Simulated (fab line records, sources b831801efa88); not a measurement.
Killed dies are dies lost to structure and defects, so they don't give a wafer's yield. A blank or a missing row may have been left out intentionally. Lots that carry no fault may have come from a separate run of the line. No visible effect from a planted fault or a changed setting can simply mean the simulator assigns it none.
fab line records | flow sky130
record lots=4 wafers=12 last-day=50
route steps=708 shown VIA1@462 METAL2@483 PAD_OPEN@708
lots with no fault: from the same line, run without faults
start-h: the number of hours between the record's first day and the start of the first shown wafer of the lot | wait-h: hours since the lot's step before | " identical to the entry in the row above | L1.1+2: a single row standing in for several wafers | - no value present, or no start provided | * or withheld: withheld | < > ~ a bound
route shown NAME@n: NAME is a module with steps in the file, n the number in the route of the first one | usual: the fault-free wafers' mean and standard deviation | same: alike in all rows | chamber/n: place in a boat | sites: the reading at each site | _std_site: their standard deviation | _edge_site: mean of outer sites minus mean of inner sites | radius-mm: how far each site lies from the wafer's centre | mask NAME#n: copy n | behind: the tool/chamber that last shaped the wafer | hold: why the lot went on hold/how many hours it stayed there/how the hold came to an end | device: which transistor (n, p or np) failed to switch | end of line: at the end of the route, the tests of the same wafers | a step given without rows: its recipe and nothing more | killed: not the wafer's yield, but the dies lost to structure and defects at the first sort | map: the dies of a wafer, with x for killed, . for not killed, _ for no die there
set.NAME: the setting that was run; set.NAME@STEP: the one run at that earlier step | model.NAME: the simulator's own value behind a step, which no gauge read
a table for each step, a row for each wafer; lots at some steps of the route
services: when a tool's chamber went out of use (start-h, in hours from the record's first day, below 0 if earlier), for how many hours, and the reason
## steps
# step SKY_VIA1_DEHYDRATE_04
# recipe temp-c=200 time-s=60
# step SKY_VIA1_HMDS_05
# recipe prime-time-s=60 prime-temp-c=119
# step SKY_VIA1_COAT_06
# recipe resist=BARC temp-c=withheld time-s=withheld spin-rpm=3000 resist-thk-nm=60
# step SKY_VIA1_COAT_07
# recipe resist=KrF-thick spin-rpm=3000 resist-thk-nm=450
# step SKY_VIA1_SOFTBAKE_08
# recipe temp-c=100 time-s=90 resist=KrF-thick
# step SKY_VIA1_EXPOSE_09
# recipe mask-id=VIM na=0.8 source-shape=annular sigma-inner=0.55 sigma-outer=0.85 target-cd-nm=150 dose-mj=38
# step SKY_VIA1_PEB_10
# recipe peb-temp-c=withheld peb-time-s=withheld resist=KrF-thick
# step SKY_VIA1_DEVELOP_11
# recipe develop-time-s=60 resist=KrF-thick dev-temp-c=21
# step SKY_VIA1_ETCH_14
# recipe chemistry=N2/H2 target=BARC ion-energy-ev=200 source-w=500 bias-w=100 pressure-mtorr=30 n2-flow-sccm=100 h2-flow-sccm=200 stop-on=SiO2 time-s=45.9 target-depth-a=600
# step SKY_VIA1_ETCH_15
# recipe target=SiO2 chemistry=C4F8/O2/Ar target-depth-nm=351 stop-on=TiN mask-material=KrF-thick source-w=1500 bias-w=1200 pressure-mtorr=40 c4f8-flow-sccm=withheld O2_flow_sccm=6 Ar_flow_sccm=300 time-s=54
# step SKY_VIA1_STRIP_16
# recipe chemistry=O2/N2 power-w=1400 pressure-mtorr=1500 platen-temp-c=withheld o2-flow-sccm=3000 n2-flow-sccm=300 overash-fraction=0.5
# usual chamber-pressure-mTorr=1500.0/1.3 drypump-motor-current-A=5.5/0.33 oes-product-au=0.415/0.0045 strip-time-to-endpoint-s=4.460/0.022
# columns lot.wafer tool chamber start-h wait-h chamber-pressure-mTorr drypump-motor-current-A oes-product-au rf-hours-counter-h strip-time-to-endpoint-s
L129.1 plasma-asher-02 1 821.49 0.0 1500.8 4.8 0.419 101 4.444
L129.2 " 0 " " 1497.0 6.1 0.421 101 4.474
L129.3 " 0 " " 1498.9 6.1 0.413 - 4.447
L136.2 plasma-asher-01 0 874.59 0.0 1496.8 5.3 0.408 14 4.454
L136.5 " 0 " " 1500.3 5.3 0.424 - 4.486
L136.6 " 1 " " 1497.0 5.5 0.418 - 4.435
L137.1 plasma-asher-01 0 875.68 0.0 1500.6 5.2 0.422 14 4.459
L137.2 " 1 " " 1497.2 5.5 0.413 14 4.466
L137.3 " 1 " " 1501.1 5.5 0.409 - 4.432
L148.1 plasma-asher-01 1 953.54 0.0 1499.8 5.5 0.409 22 4.475
L148.3 " 0 " " 1500.1 5.2 0.420 - 4.450
L148.6 " 0 " " 1500.3 5.2 0.420 - 4.467
# step SKY_VIA1_STRIP_17
# recipe chemistry=post-etch-residue-remover time-s=1200 temp-c=72.5
# step SKY_VIA1_CLEAN_18
# recipe chemistry=IPA time-s=180 temp-c=25
# step SKY_VIA1_CLEAN_19
# recipe chemistry=O3/DIW dry=n2-spin
# step SKY_VIA1_SPUTTER_20
# recipe material=TiN target-thk-nm=20 chamber-pressure-pa=5 power-w=4144 time-s=80
# step SKY_VIA1_CVD_21
# recipe material=W target-thk-nm=270 time-s=80.902 temp-c=400 pressure-torr=40
# step SKY_VIA1_CMP_24
# recipe stop-on=SiO2 t-overpolish-s=15 down-force-psi=3.5 platen-rpm=60 target-thk-nm=0 pad-velocity-m-s=0.94248
# step SKY_METAL2_SPUTTER_00
# recipe material=Ti target-thk-nm=15 power-w=3000 time-s=10 chamber-pressure-pa=0.4
# step SKY_METAL2_SPUTTER_01
# recipe material=TiN target-thk-nm=20 power-w=6500 time-s=16.7 chamber-pressure-pa=0.4
# step SKY_METAL2_SPUTTER_02
# recipe material=AlCu target-thk-nm=250 power-w=10600 time-s=13.3 chamber-pressure-pa=0.4
# step SKY_METAL2_SPUTTER_03
# recipe material=Ti target-thk-nm=5 power-w=3000 time-s=3.3 chamber-pressure-pa=0.4
# step SKY_METAL2_SPUTTER_04
# recipe material=TiN target-thk-nm=70 power-w=6500 time-s=58.3 chamber-pressure-pa=0.4
# step SKY_METAL2_DEHYDRATE_07
# recipe temp-c=200 time-s=60
# step SKY_METAL2_HMDS_08
# recipe prime-time-s=60 prime-temp-c=120
# step SKY_METAL2_COAT_09
# recipe resist=BARC temp-c=withheld time-s=withheld spin-rpm=3000 resist-thk-nm=60
# step SKY_METAL2_COAT_10
# recipe resist=KrF-thick spin-rpm=3000 resist-thk-nm=450
# step SKY_METAL2_SOFTBAKE_11
# recipe temp-c=100 time-s=90 resist=KrF-thick
# step SKY_METAL2_EXPOSE_12
# recipe mask-id=MM2 na=0.8 source-shape=annular sigma-inner=0.55 sigma-outer=0.85 target-cd-nm=140 dose-mj=28
# step SKY_METAL2_PEB_13
# recipe peb-temp-c=withheld peb-time-s=withheld resist=KrF-thick
# step SKY_METAL2_DEVELOP_14
# recipe develop-time-s=60 resist=KrF-thick dev-temp-c=21
# step SKY_METAL2_DESCUM_17
# recipe chemistry=O2 source-power-w=150 bias-power-w=0 pressure-mtorr=10 temp-c=40 time-s=8
# step SKY_METAL2_ETCH_18
# recipe chemistry=N2/H2 target=BARC ion-energy-ev=200 bias-w=100 pressure-mtorr=30 n2-flow-sccm=100 h2-flow-sccm=200 icp-w=500 stop-on=SiO2 time-s=45.9 target-depth-a=600
# step SKY_METAL2_METAL_ETCH_19
# recipe target-depth-a=3600 stop-on=SiO2 over-etch-frac=0.3 time-s=78 chemistry=Cl2/BCl3 resist-sidewall-deg=88 pressure-mtorr=10 icp-w=900 bias-w=48.5 Cl2_flow_sccm=60 bcl3-flow-sccm=30
# step SKY_METAL2_STRIP_20
# recipe chemistry=O2/N2 power-w=1400 pressure-mtorr=1500 platen-temp-c=withheld o2-flow-sccm=3000 n2-flow-sccm=300 overash-fraction=0.5
# step SKY_PAD_OPEN_PROBE_99
# usual defect-limited-yield=82.5/1.9 killed_at_M0_to_M3=42/6.4 killed_at_M4_up=2.9/1.7 killed-at-contacts=25/5.2 killed-at-front-end=16/4.4 killed-at-other=0.4/0.65 killed-dies=86/9.2 killed-open=47/6.6 killed-short=39/5.8 sort_bin_3_pad_short=0.9/0.42 sort_bin_5_function=10.4/1.5 sort_bin_6_memory=6.3/1 sort-n-pass=406/9.2 sort-yield-pct=82.5/1.9
# same gross-dies=492 killed-at-back-side=0 sort_bin_4_leakage[%]=0 sort_bin_8_speed[%]=0
# columns lot.wafer tool chamber start-h wait-h defect-limited-yield[%] killed_at_M0_to_M3 killed_at_M4_up killed-at-contacts killed-at-front-end killed-at-other killed-dies killed-open killed-short sort_bin_3_pad_short[%] sort_bin_5_function[%] sort_bin_6_memory[%] sort-n-pass sort-yield-pct[%] model.etest.tester.sort-n-pass model.etest.tester.sort-yield-pct model.etest.tester.sort_bin_5_pct model.etest.tester.sort_bin_3_pct
L129.1 prober-01 - 1095.26 0.1 82.1 49 3 23 13 0 88 49 39 0.4 11.2 6.3 404 82.1 404 82.11 11.18 0.4065
L129.2 prober-01 - 1095.31 0.1 85.0 37 2 20 15 0 74 42 32 0.4 9.1 5.5 418 85.0 418 84.96 9.146 0.4065
L129.3 prober-01 - 1095.36 0.2 81.3 52 4 20 15 1 92 49 43 0.4 12.2 6.1 400 81.3 400 81.3 12.2 0.4065
L137.1 prober-02 - 1142.44 0.1 76.6 78 4 20 13 0 115 39 27 1.8 15.4 6.1 377 76.6 377 76.63 15.45 1.829
L137.2 prober-02 - 1142.49 0.1 73.6 85 4 24 17 0 130 55 38 2.2 17.1 7.1 362 73.6 362 73.58 17.07 2.236
L137.3 prober-02 - 1142.54 0.2 78.7 68 1 19 16 1 105 33 38 2.6 12.6 6.1 387 78.7 387 78.66 12.6 2.642
L136.2 prober-01 - 1142.49 0.1 72.8 86 2 26 20 0 134 45 42 2.2 17.3 7.7 358 72.8 358 72.76 17.28 2.236
L136.5 prober-01 - 1142.64 0.2 72.6 97 1 29 8 0 135 50 38 2.8 16.5 8.1 357 72.6 357 72.56 16.46 2.846
L136.6 prober-01 - 1142.69 0.2 75.6 78 1 28 12 1 120 50 34 3.9 14.2 6.3 372 75.6 372 75.61 14.23 3.862
L148.1 prober-01 - 1195.86 0.1 84.6 43 2 20 11 0 76 43 32 0.6 8.7 6.1 416 84.6 416 84.55 8.74 0.6098
L148.3 prober-01 - 1195.96 0.2 82.7 39 3 27 16 0 85 50 33 0.8 11.4 5.1 407 82.7 407 82.72 11.38 0.813
L148.6 prober-01 - 1196.11 0.2 80.7 42 4 29 19 1 95 54 40 1.2 11.0 7.1 397 80.7 397 80.69 10.98 1.22
# killed by level:class
L129.1 VIA1:geometric-particle:open=12 VIA1:geometric-particle:short=8 LI_CONTACT:geometric-particle:open=7 CONTACT:geometric-particle:open=7 VIA2:geometric-particle:short=5 METAL1:geometric-particle:short=5 VIA2:geometric-particle:open=5 METAL3:geometric-particle:short=5
L129.2 CONTACT:geometric-particle:open=10 VIA1:geometric-particle:open=9 VIA3:geometric-particle:open=8 METAL2:geometric-particle:short=7 CONTACT:geometric-particle:short=6 POLY_GATE:geometric-particle:short=5 VIA2:geometric-particle:open=5 LI_CONTACT:geometric-particle:open=3
L129.3 VIA1:geometric-particle:open=14 VIA3:geometric-particle:short=8 VIA2:geometric-particle:open=8 LOCAL_INTERCONNECT:geometric-particle:short=6 CONTACT:geometric-particle:open=6 METAL1:geometric-particle:short=6 METAL2:geometric-particle:short=6 FIELD_ISO:geometric-particle:short=4
L137.1 VIA1:unspecified=49 CONTACT:geometric-particle:open=9 FIELD_ISO:geometric-particle:open=5 FIELD_ISO:geometric-particle:short=4 LI_CONTACT:geometric-particle:open=4 VIA1:geometric-particle:open=4 METAL1:geometric-particle:short=4 METAL3:geometric-particle:short=4
L136.2 VIA1:unspecified=47 LI_CONTACT:geometric-particle:open=10 VIA1:geometric-particle:open=7 CONTACT:geometric-particle:open=6 VIA3:geometric-particle:short=6 FIELD_ISO:geometric-particle:short=5 POLY_GATE:geometric-particle:open=5 CONTACT:geometric-particle:short=5
L137.2 VIA1:unspecified=37 VIA1:geometric-particle:open=14 LI_CONTACT:geometric-particle:open=10 CONTACT:geometric-particle:open=8 VIA1:geometric-particle:short=8 FIELD_ISO:geometric-particle:open=5 VIA2:geometric-particle:open=5 POLY_GATE:geometric-particle:short=4
L137.3 VIA1:unspecified=34 CONTACT:geometric-particle:open=7 VIA1:geometric-particle:open=6 POLY_GATE:geometric-particle:short=5 LI_CONTACT:geometric-particle:open=5 VIA3:geometric-particle:open=5 VIA1:geometric-particle:short=5 VIA2:geometric-particle:open=5
L136.5 VIA1:unspecified=47 CONTACT:geometric-particle:open=11 VIA1:geometric-particle:open=11 CONTACT:geometric-particle:short=10 METAL1:geometric-particle:short=10 LI_CONTACT:geometric-particle:open=7 VIA2:geometric-particle:open=7 VIA3:geometric-particle:open=5
L136.6 VIA1:unspecified=36 VIA1:geometric-particle:open=13 VIA2:geometric-particle:open=10 CONTACT:geometric-particle:open=9 LI_CONTACT:geometric-particle:open=7 METAL1:geometric-particle:short=6 POLY_GATE:geometric-particle:open=4 LI_CONTACT:geometric-particle:short=4
L148.1 VIA2:geometric-particle:open=9 CONTACT:geometric-particle:open=8 VIA3:geometric-particle:open=7 VIA1:geometric-particle:open=7 VIA2:geometric-particle:short=6 LI_CONTACT:geometric-particle:open=4 VIA1:geometric-particle:short=4 METAL3:geometric-particle:short=4
L148.3 CONTACT:geometric-particle:open=10 VIA1:geometric-particle:open=8 VIA2:geometric-particle:open=7 LI_CONTACT:geometric-particle:open=6 METAL1:geometric-particle:short=5 FIELD_ISO:geometric-particle:short=4 POLY_CUT:geometric-particle:open=4 LOCAL_INTERCONNECT:geometric-particle:open=4
L148.6 LI_CONTACT:geometric-particle:open=10 CONTACT:geometric-particle:open=8 VIA1:geometric-particle:open=7 VIA2:geometric-particle:open=7 METAL2:geometric-particle:short=6 VIA3:geometric-particle:open=5 FIELD_ISO:geometric-particle:short=4 POLY_CUT:geometric-particle:short=4
# map L136.5 (x killed, . not)
__________.x....x..._________
________.x..x......x.._______
______x..............xx._____
_____x..x...x..xx..xx....____
____.x..........x.x.......___
___.x.......x...x.xxx....xx__
__.............xxxxx.x.x...._
_x.x...x.......xxxxxxxx..x..x
_..x....xx.....xxxxxxxx.x..x.
_.............xxxxxxxxxx.....
_x....x.......x.xxxxx........
_.......x.x....xxxx.x..x.....
_.....x..x...x.xxx....xx...x.
_..........x.xx.xx.x.........
_...x.....x..x...xx..x....x..
__..xxx.x....x.x..x........x_
___......x.xx.x..x...x..x..__
____............x..x......___
_____....x..x.x.xx..x....____
______.x........x......._____
________.....x.x......_______
__________.x........_________
# map L137.2 (x killed, . not)
__________x......x.._________
________......x......._______
______............xx...._____
_____................x..x____
____...x.x.......x...x....___
___......x......x........xx__
__.x.......x.............xxx_
_..xx.......xx...x...x.xxxxxx
_....xxxxxx.xxx...x...xxxxxxx
_......x..x.x....x..xx.xxxxxx
_....xx............x...xxxxxx
_x.....xxx.x....x..x...xxxxxx
_..x....x...x...x.......xx.xx
_xx...x...xx....x......xx.x..
_..........x............xx..x
__x..x......x..xx.x........x_
___.........x........x....x__
____.x....................___
_____....x.x...x..x.....x____
______.x.....x.xx.....x._____
________....xxx......._______
__________.x......x._________
## services
# columns tool chamber start-h hours kind
plasma-asher-02 - 833.31 27.9 repair
plasma-asher-02 - 838.22 0.8 repair
## key
first-sign step=SKY_PAD_OPEN_PROBE_99 reading=killed_at_M0_to_M3 direction=up sigmas=6.2 usual=42 struck=82
effect step=SKY_PAD_OPEN_PROBE_99 reading=sort_bin_3_pad_short direction=up sigmas=4.2 usual=0.9 struck=2.6
model-effect step=SKY_PAD_OPEN_PROBE_99 value=etest.tester.sort-n-pass without=404.5 struck=368.8
met-at SKY_VIA1_STRIP_16
struck-wafers L136.2,L136.5,L136.6,L137.1,L137.2,L137.3
fault kind=chamber-particle-source tool=plasma-asher-01 chamber=- onset-h=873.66 steps=SKY_VIA1_STRIP_16 rate-per-visit-cm2=0.84851 end-h=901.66
